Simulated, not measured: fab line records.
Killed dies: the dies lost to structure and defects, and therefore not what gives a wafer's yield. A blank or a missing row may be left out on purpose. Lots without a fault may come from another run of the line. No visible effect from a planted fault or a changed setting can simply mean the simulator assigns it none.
Chamber matching -- flow gf180mcu -- GF_CONTACT_CMP_04 on cmp-01 has 4 sister chambers
The step polishes SiO2. 4 wafers are shown with their chamber, then 7 later ones without.

## EACH WAFER AND ITS CHAMBER
wafer,chamber,motorCurrentA (A)
L653.1,0,11.4
L656.3,3,10.2
L659.3,1,11.3
L659.4,2,12.6

## WAFERS MISSING THEIR CHAMBER
wafer,motorCurrentA (A)
L659.5,12.5
L668.2,10.8
L668.4,12.3
L668.5,13.3
L669.1,11.5
L669.2,12.9
L669.3,10.7

## CHAMBER TAKEN BY EACH
wafer,from the rows above,in truth
L659.5,2,2
L668.2,can't be placed: 1 or 0 or 3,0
L668.4,can't be placed: 2 or 0 or 1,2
L668.5,2,2
L669.1,can't be placed: 0 or 1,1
L669.2,2,2
L669.3,can't be placed: 3 or 1 or 0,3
Correctly placed: 3 of 7. Cannot be placed on the basis of these rows: 4; the candidates contain the true chamber in 4. Wrongly placed: 0.
How it was worked out, from the rows above alone: a wafer's distance from a chamber is the root of the sum, over the readings, of the square of ((its reading less the chamber's mean) divided by the reading's scatter). The wafer belongs to the nearest chamber; if the next one is less than 2 further off, it can't be placed. A chamber's mean is the mean of its shown wafers. The scatter: root of mean squared gap, hidden wafer to nearest shown wafer, with one shown wafer a chamber.
